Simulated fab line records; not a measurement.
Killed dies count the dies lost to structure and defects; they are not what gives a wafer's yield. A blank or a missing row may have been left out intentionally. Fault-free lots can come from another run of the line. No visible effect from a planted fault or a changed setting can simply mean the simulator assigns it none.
fab line records ; flow sky130
[record] lots = 11; wafers = 31; last-day = 50
route steps=708 shown FIELD_ISO@5 GATE_OXIDE@189 SPACER@306 POLY_CUT@318 METAL2@484 PAD_OPEN@708
lots that met no fault: from a run of the same line without faults
start-h: the number of hours between the record's first day and the start of the first shown wafer of the lot ; wait-h: hours since the lot's step before ; " as in the row above ; L1.1+2: a single row standing in for several wafers ; - no value present, or no start provided ; * or withheld: withheld ; < > ~ a bound
route shown NAME@n: a module of which the file shows steps, and the number in the route of the first ; usual: average and standard deviation across the fault-free wafers ; same: alike in all rows ; chamber/n: place in a boat ; sites: readings site by site ; _std_site: standard deviation across them ; _edge_site: the outer-site mean with the inner-site mean subtracted ; radius-mm: for every site, how far away it sits from the centre of the wafer ; mask NAME#n: copy n ; behind: the most recent tool/chamber to have shaped the wafer ; hold: the reason the lot was held/the length of the hold in hours/how it ended ; device: the transistor (n, p or np) that didn't switch ; end of line: at the end of the route, the tests of the same wafers ; step lacking rows: just its recipe ; killed: not the wafer's yield, but the dies lost to structure and defects at the first sort ; map: the dies of a wafer, with x for killed, . for not killed, _ for no die there
set.NAME: setting as actually run; set.NAME@STEP: the setting as run at that earlier step ; model.NAME: the simulator's own value behind a step, which no gauge read
a sample of lots followed through the steps of the route, with each step as a table and each wafer as a row
services: when a tool's chamber went out of use (start-h, in hours from the record's first day, below 0 if earlier), for how many hours, and the reason
[[steps]]
[step SKY_FIELD_ISO_THK_MEAS_04]
[recipe] reads = Si3N4_of_FIELD_ISO_CVD_03
[usual] FIELD_ISO_CVD_03_THK = 163.8/1.7
lot.wafer;tool;chamber;start-h;wait-h;FIELD_ISO_CVD_03_THK[nm]
L102.2;film-metro-04;-;16.77;0.0;164.7
L102.3;film-metro-04;-;16.77;0.0;166.4
L102.6;film-metro-04;-;16.77;0.0;165.9
L103.3;film-metro-02;-;20.82;0.0;164.9
L103.5;film-metro-02;-;20.82;0.0;164.8
L103.6;film-metro-02;-;20.82;0.0;164.7
L105.2;film-metro-01;-;28.93;0.0;163.2
L105.5;film-metro-01;-;28.93;0.0;164.8
L105.6;film-metro-01;-;28.93;0.0;164.4
L106.4;film-metro-01;-;33.51;0.0;164.9
L106.5;film-metro-01;-;33.51;0.0;165.0
L106.6;film-metro-01;-;33.51;0.0;165.1
L108.2;film-metro-02;-;43.53;0.0;164.3
L108.5;film-metro-02;-;43.53;0.0;164.4
L108.6;film-metro-02;-;43.53;0.0;162.2
L112.2;film-metro-04;-;71.47;0.0;163.5
L112.3;film-metro-04;-;71.47;0.0;164.4
L115.3;film-metro-04;-;79.87;0.0;162.9
L115.4;film-metro-04;-;79.87;0.0;163.0
L119.1;film-metro-02;-;99.04;0.0;163.0
L119.2;film-metro-02;-;99.04;0.0;163.5
L119.4;film-metro-02;-;99.04;0.0;162.0
L122.3;film-metro-04;-;115.78;0.0;164.0
L122.4;film-metro-04;-;115.78;0.0;164.6
L122.6;film-metro-04;-;115.78;0.0;163.7
L123.2;film-metro-04;-;119.12;0.0;164.0
L123.4;film-metro-04;-;119.12;0.0;164.4
L123.6;film-metro-04;-;119.12;0.0;163.9
L124.1;film-metro-02;-;123.88;0.0;163.8
L124.2;film-metro-02;-;123.88;0.0;163.7
L124.4;film-metro-02;-;123.88;0.0;162.2
[step SKY_GATE_OXIDE_THK_MEAS_02]
[recipe] reads = SiO2_of_GATE_OXIDE_OXIDATION_01
[usual] GATE_OXIDE_OXIDATION_00_THK = 10.38/0.22
lot.wafer;tool;chamber;start-h;wait-h;GATE_OXIDE_OXIDATION_00_THK[nm]
L102.2;film-metro-02;-;290.83;0.0;10.21
L102.3;film-metro-02;-;290.83;0.0;10.39
L102.6;film-metro-02;-;290.83;0.0;10.25
L103.3;film-metro-03;-;305.66;0.0;10.08
L103.5;film-metro-03;-;305.66;0.0;10.10
L103.6;film-metro-03;-;305.66;0.0;10.07
L105.2;film-metro-02;-;309.32;0.0;10.30
L105.5;film-metro-02;-;309.32;0.0;10.34
L105.6;film-metro-02;-;309.32;0.0;10.20
L106.4;film-metro-02;-;327.23;0.0;9.78
L106.5;film-metro-02;-;327.23;0.0;9.67
L106.6;film-metro-02;-;327.23;0.0;9.59
L108.2;film-metro-04;-;344.15;0.0;10.41
L108.5;film-metro-04;-;344.15;0.0;10.22
L108.6;film-metro-04;-;344.15;0.0;10.27
L112.2;film-metro-03;-;386.47;0.0;10.48
L112.3;film-metro-03;-;386.47;0.0;10.35
L115.3;film-metro-02;-;394.56;0.0;10.45
L115.4;film-metro-02;-;394.56;0.0;10.31
L119.1;film-metro-02;-;419.85;0.0;10.69
L119.2;film-metro-02;-;419.85;0.0;10.64
L119.4;film-metro-02;-;419.85;0.0;10.64
L122.3;film-metro-02;-;446.95;0.0;10.61
L122.4;film-metro-02;-;446.95;0.0;10.59
L122.6;film-metro-02;-;446.95;0.0;10.66
L123.2;film-metro-02;-;452.08;0.0;10.53
L123.4;film-metro-02;-;452.08;0.0;10.54
L123.6;film-metro-02;-;452.08;0.0;10.47
L124.1;film-metro-02;-;456.49;0.0;10.23
L124.2;film-metro-02;-;456.49;0.0;10.59
L124.4;film-metro-02;-;456.49;0.0;10.46
[step SKY_SPACER_ETCHBACK_02]
[recipe] chemistry = CH3F/O2; target = Si3N4; stop-on = SiO2; source-w = 400; bias-w = 80; pressure-mtorr = 25; ch3f-flow-sccm = 40; O2_flow_sccm = 30; time-s = 46.7; target-depth-a = 450
[usual] chamber-pressure-mTorr = 25.001/0.028; drypump-motor-current-A = 5.9/0.44; oes-product-au = 0.855/0.0065; run-length-s = 75.0/0.43; throttle-valve-pct = 10.562/0.0097
lot.wafer;tool;chamber;start-h;wait-h;chamber-pressure-mTorr;drypump-motor-current-A;oes-product-au;rf-hours-counter-h;run-length-s;throttle-valve-pct
L102.2;rie-diel-03;1;546.49;0.0;24.947;6.0;0.873;5;75.6;10.568
L102.3;rie-diel-03;2;546.49;0.0;25.010;5.8;0.858;1;74.4;10.580
L102.6;rie-diel-03;0;546.49;0.0;25.017;5.5;0.855;-;75.1;10.557
L103.3;rie-diel-01;2;554.52;0.0;24.989;6.5;0.851;17;75.0;10.563
L103.5;rie-diel-01;3;554.52;0.0;25.036;5.8;0.851;-;75.0;10.568
L103.6;rie-diel-01;2;554.52;0.0;25.036;6.5;0.854;-;74.9;10.575
L105.2;rie-diel-02;2;563.55;0.0;25.043;5.2;0.855;3;75.5;10.556
L105.5;rie-diel-02;1;563.55;0.0;24.976;5.0;0.867;-;74.6;10.549
L105.6;rie-diel-02;3;563.55;0.0;25.017;6.1;0.860;-;75.1;10.566
L106.4;rie-diel-03;1;577.49;0.0;24.988;6.0;0.856;6;75.0;10.553
L106.5;rie-diel-03;2;577.49;0.0;25.003;5.8;0.858;-;74.3;10.562
L106.6;rie-diel-03;1;577.49;0.0;25.022;6.0;0.851;-;74.8;10.566
L108.2;rie-diel-02;2;593.47;0.0;24.991;5.2;0.860;4;75.6;10.555
L108.5;rie-diel-02;2;593.47;0.0;24.969;5.2;0.847;-;75.5;10.559
L108.6;rie-diel-02;3;593.47;0.0;24.970;6.2;0.852;-;75.4;10.570
L112.2;rie-diel-03;2;639.73;0.0;24.964;5.7;0.723;3;89.7;10.560
L112.3;rie-diel-03;0;639.73;0.0;24.993;5.5;0.841;2;75.8;10.567
L115.3;rie-diel-03;2;649.12;0.0;25.008;5.8;0.858;4;74.6;10.565
L115.4;rie-diel-03;1;649.12;0.0;25.012;6.0;0.731;7;90.5;10.554
L119.1;rie-diel-01;1;673.64;0.1;24.982;6.6;0.856;6;74.7;10.571
L119.2;rie-diel-01;0;673.64;0.1;24.981;5.9;0.858;10;74.8;10.539
L119.4;rie-diel-01;2;673.64;0.1;24.973;6.5;0.856;20;74.8;10.572
L122.3;rie-diel-01;3;694.70;0.0;25.030;5.8;0.859;8;74.9;10.572
L122.4;rie-diel-01;2;694.70;0.0;24.992;6.5;0.864;21;75.0;10.546
L122.6;rie-diel-01;3;694.70;0.0;24.994;5.9;0.856;-;74.9;10.569
L123.2;rie-diel-01;0;702.54;0.0;24.968;6.0;0.860;11;74.6;10.563
L123.4;rie-diel-01;3;702.54;0.0;24.974;5.8;0.864;8;74.8;10.569
L123.6;rie-diel-01;3;702.54;0.0;24.972;5.8;0.865;-;74.8;10.560
L124.1;rie-diel-01;3;705.52;0.1;25.007;5.7;0.846;8;75.1;10.570
L124.2;rie-diel-01;2;705.52;0.1;24.989;6.5;0.850;21;74.6;10.555
L124.4;rie-diel-01;1;705.52;0.1;25.001;6.6;0.846;7;74.7;10.557
[step SKY_POLY_CUT_ETCH_11]
[recipe] target = Si3N4; chemistry = CF4/CH2F2/Ar; stop-on = poly-Si; source-w = 600; bias-w = 150; pressure-mtorr = 40; cf4-flow-sccm = 40; ch2f2-flow-sccm = 20; Ar_flow_sccm = 150; time-s = 42.5; target-depth-a = 600
[usual] chamber-pressure-mTorr = 40.00/0.035; drypump-motor-current-A = 5.9/0.44; oes-product-au = 0.829/0.0062; throttle-valve-pct = 14.993/0.01
lot.wafer;tool;chamber;start-h;wait-h;chamber-pressure-mTorr;drypump-motor-current-A;oes-product-au;rf-hours-counter-h;throttle-valve-pct
L102.2;rie-diel-02;2;576.88;0.0;40.03;5.2;0.827;3;14.985
L102.3;rie-diel-02;1;576.88;0.0;39.97;5.0;0.824;5;14.993
L102.6;rie-diel-02;1;576.88;0.0;40.00;4.9;0.837;-;14.986
L103.3;rie-diel-04;3;585.03;0.0;39.99;5.9;0.832;9;14.986
L103.5;rie-diel-04;1;585.03;0.0;40.02;6.0;0.822;-;15.000
L103.6;rie-diel-04;0;585.03;0.0;39.97;6.6;0.825;-;14.986
L105.2;rie-diel-04;3;594.36;0.0;40.07;5.9;0.835;10;14.987
L105.5;rie-diel-04;1;594.36;0.0;39.98;6.0;0.845;-;15.021
L105.6;rie-diel-04;3;594.36;0.0;40.06;5.9;0.839;-;14.980
L106.4;rie-diel-04;0;607.33;0.0;40.01;6.6;0.821;12;14.984
L106.5;rie-diel-04;3;607.33;0.0;40.02;5.9;0.824;-;14.980
L106.6;rie-diel-04;0;607.33;0.0;39.99;6.6;0.826;-;14.987
L108.2;rie-diel-02;0;623.43;0.0;39.99;6.2;0.819;32;14.995
L108.5;rie-diel-02;2;623.43;0.0;40.03;5.1;0.819;-;14.982
L108.6;rie-diel-02;3;623.43;0.0;40.04;6.2;0.826;-;14.997
L112.2;rie-diel-02;2;668.23;0.0;39.93;5.2;0.802;5;15.008
L112.3;rie-diel-02;1;668.23;0.0;39.99;5.0;0.828;6;14.999
L115.3;rie-diel-02;0;677.33;0.0;39.97;6.3;0.828;33;14.992
L115.4;rie-diel-02;1;677.33;0.0;40.02;4.9;0.800;6;14.989
L119.1;rie-diel-03;3;702.18;0.0;40.07;6.2;0.818;2;15.005
L119.2;rie-diel-03;2;702.18;0.0;39.95;5.8;0.815;5;15.002
L119.4;rie-diel-03;0;702.18;0.0;39.95;5.5;0.825;4;14.999
L122.3;rie-diel-04;1;723.03;0.0;40.06;6.0;0.851;16;14.990
L122.4;rie-diel-04;2;723.03;0.0;39.96;5.5;0.833;10;14.994
L122.6;rie-diel-04;2;723.03;0.0;39.99;5.6;0.843;-;15.012
L123.2;rie-diel-03;3;730.58;0.0;40.06;6.2;0.827;3;14.972
L123.4;rie-diel-03;0;730.58;0.0;39.99;5.5;0.830;4;15.001
L123.6;rie-diel-03;2;730.58;0.0;39.96;5.8;0.830;-;14.996
L124.1;rie-diel-02;3;733.63;0.0;40.01;6.2;0.827;9;15.001
L124.2;rie-diel-02;2;733.63;0.0;40.03;5.2;0.826;6;14.977
L124.4;rie-diel-02;0;733.63;0.0;40.02;6.3;0.826;34;15.012
[step SKY_METAL2_SPUTTER_01]
[recipe] material = TiN; target-thk-nm = 20; power-w = 6500; time-s = 16.7; chamber-pressure-pa = 0.4
[usual] cathode-dc-power-W = 6499.9/1.2; chamber-pressure-pa = 0.4000/0.00082; throttle-valve-pct = 29.8/0.81
lot.wafer;tool;chamber;start-h;wait-h;cathode-dc-power-W;chamber-pressure-pa;throttle-valve-pct
L102.2;pvd-sputter-04;-;808.77;0.0;6500.6;0.4007;29.5
L102.3;pvd-sputter-04;-;808.77;0.0;6499.3;0.3985;30.7
L102.6;pvd-sputter-04;-;808.77;0.0;6501.5;0.4006;29.3
L103.3;pvd-sputter-01;-;819.52;0.0;6499.3;0.3987;28.7
L103.5;pvd-sputter-01;-;819.52;0.0;6498.2;0.4001;31.0
L103.6;pvd-sputter-01;-;819.52;0.0;6501.0;0.3987;29.1
L105.2;pvd-sputter-02;-;827.03;0.0;6500.8;0.4012;28.7
L105.5;pvd-sputter-02;-;827.03;0.0;6499.8;0.4003;31.1
L105.6;pvd-sputter-02;-;827.03;0.0;6500.5;0.4008;28.8
L106.4;pvd-sputter-02;-;837.48;0.0;6499.9;0.3990;29.7
L106.5;pvd-sputter-02;-;837.48;0.0;6498.7;0.3991;28.8
L106.6;pvd-sputter-02;-;837.48;0.0;6500.8;0.3983;30.8
L108.2;pvd-sputter-02;-;852.87;0.0;6499.1;0.4008;29.8
L108.5;pvd-sputter-02;-;852.87;0.0;6498.9;0.4015;28.9
L108.6;pvd-sputter-02;-;852.87;0.0;6501.0;0.3987;29.6
L112.2;pvd-sputter-02;-;893.32;0.0;6500.7;0.3996;29.9
L112.3;pvd-sputter-02;-;893.32;0.0;6498.0;0.4005;28.6
L115.3;pvd-sputter-01;-;901.72;0.0;6500.0;0.4015;30.8
L115.4;pvd-sputter-01;-;901.72;0.0;6497.9;0.3990;29.4
L119.1;pvd-sputter-04;-;923.31;0.0;6500.5;0.4005;30.0
L119.2;pvd-sputter-04;-;923.31;0.0;6499.8;0.3993;30.8
L119.4;pvd-sputter-04;-;923.31;0.0;6499.3;0.3999;30.9
L122.3;pvd-sputter-04;-;942.64;0.0;6500.4;0.3992;29.5
L122.4;pvd-sputter-04;-;942.64;0.0;6501.1;0.3996;30.6
L122.6;pvd-sputter-04;-;942.64;0.0;6499.5;0.3996;30.4
L123.2;pvd-sputter-02;-;946.17;0.0;6500.5;0.4006;29.7
L123.4;pvd-sputter-02;-;946.17;0.0;6501.0;0.3989;28.9
L123.6;pvd-sputter-02;-;946.17;0.0;6499.6;0.4008;30.8
L124.1;pvd-sputter-04;-;950.42;0.0;6499.8;0.3998;30.8
L124.2;pvd-sputter-04;-;950.42;0.0;6499.3;0.4000;30.5
L124.4;pvd-sputter-04;-;950.42;0.0;6498.0;0.3996;29.7
[step SKY_PAD_OPEN_PROBE_99]
[usual] killed_at_M0_to_M3 = 43/6.8; killed_at_M4_up = 3.0/1.6; killed-at-contacts = 25/6; killed-at-front-end = 15/4.4; killed-at-other = 0.3/0.52; killed-dies = 86/9.6; killed-on-rim = 17/3.5; killed-open = 47/6.7; killed-short = 39/6.8
[same] gross-dies = 492; killed-at-back-side = 0
lot.wafer;tool;chamber;start-h;wait-h;killed_at_M0_to_M3;killed_at_M4_up;killed-at-contacts;killed-at-front-end;killed-at-other;killed-dies;killed-on-rim;killed-open;killed-short
L112.2;prober-02;-;1154.40;0.1;35;2;20;17;0;74;20;43;31
L112.3;prober-02;-;1154.45;0.2;46;2;19;13;0;80;18;45;35
L119.2;prober-01;-;1174.45;0.1;39;4;24;16;0;83;15;45;38
L119.4;prober-01;-;1174.55;0.2;58;2;22;7;0;89;23;50;39
// killed by level:class
L112.2 FIELD_ISO:geometric-particle:open=7 CONTACT:geometric-particle:open=7 VIA3:geometric-particle:open=7 VIA1:geometric-particle:short=6 VIA1:geometric-particle:open=6 VIA2:geometric-particle:open=6 POLY_GATE:geometric-particle:open=4 LI_CONTACT:geometric-particle:open=4
L112.3 METAL1:geometric-particle:short=10 VIA3:geometric-particle:open=9 VIA2:geometric-particle:open=8 LI_CONTACT:geometric-particle:open=7 CONTACT:geometric-particle:open=7 FIELD_ISO:geometric-particle:short=5 VIA1:geometric-particle:open=5 VIA2:geometric-particle:short=4
L119.2 CONTACT:geometric-particle:open=11 VIA1:geometric-particle:open=8 LI_CONTACT:geometric-particle:open=6 FIELD_ISO:geometric-particle:short=5 METAL1:geometric-particle:short=5 METAL3:geometric-particle:short=5 CONTACT:geometric-particle:short=4 VIA1:geometric-particle:short=4
L119.4 CONTACT:geometric-particle:open=13 VIA3:geometric-particle:open=11 VIA1:geometric-particle:open=9 VIA2:geometric-particle:open=9 VIA1:geometric-particle:short=8 METAL1:geometric-particle:short=8 CONTACT:geometric-particle:short=4 METAL2:geometric-particle:short=4
[[services]]
tool;chamber;start-h;hours;kind
rie-diel-01;3;531.52;3.7;repair
rie-diel-04;1;539.85;5.7;repair
rie-diel-01;0;555.29;12.3;repair
rie-diel-02;2;566.14;1.9;repair
rie-diel-04;1;578.32;5.0;repair
rie-diel-04;2;583.72;14.6;repair
rie-diel-03;0;589.15;3.6;repair
rie-diel-01;3;596.11;3.0;repair
rie-diel-03;0;659.65;18.1;repair
rie-diel-01;-;662.94;2.8;pm
rie-diel-01;-;672.02;1.4;repair
rie-diel-01;2;733.81;9.6;repair
pvd-sputter-02;-;734.09;4.4;repair
rie-diel-02;2;747.89;6.8;repair
rie-diel-03;-;768.23;0.1;repair
rie-diel-03;-;807.88;2.8;pm
rie-diel-01;2;819.21;2.2;repair
rie-diel-02;0;819.62;13.6;repair
rie-diel-02;-;837.46;0.7;repair
rie-diel-01;3;843.97;12.0;repair
rie-diel-01;-;852.38;14.6;pm
rie-diel-03;2;852.70;1.9;repair
rie-diel-01;2;892.24;12.9;repair
rie-diel-01;3;892.91;2.4;repair
[[key]]
[first-sign] step = SKY_SPACER_ETCHBACK_02; reading = run-length-s; direction = up; sigmas = 36; usual = *; struck = *
[effect] step = SKY_SPACER_ETCHBACK_02; reading = oes-product-au; direction = down; sigmas = 20; usual = 0.855; struck = 0.727
[effect] step = SKY_POLY_CUT_ETCH_11; reading = oes-product-au; direction = down; sigmas = 4.4; usual = 0.829; struck = 0.801
met-at SKY_SPACER_ETCHBACK_02
struck-lots L112,L115
struck-wafers L112.2,L115.4
tester-left-out L112,L115
not-acting-at SKY_FIELD_ISO_THK_MEAS_04,SKY_GATE_OXIDE_THK_MEAS_02,SKY_METAL2_SPUTTER_01
onset-between 577.49 639.73
[fault] kind = process-parameter-drift; tool = rie-diel-03; chamber = -; onset-h = 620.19; steps = SKY_SPACER_ETCHBACK_02; channel = time-s; offset = *; shape = step; end-h = 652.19; scope = struck-wafers-only; acts-in = *; stated = *
// tester-left-out: of these lots the tester's yield and bins aren't shown, on N5 and GAA mostly nor the transistor test; their killed dies are dies lost to structure and defects alone, not to doping, threshold or leakage, so they don't give the yield
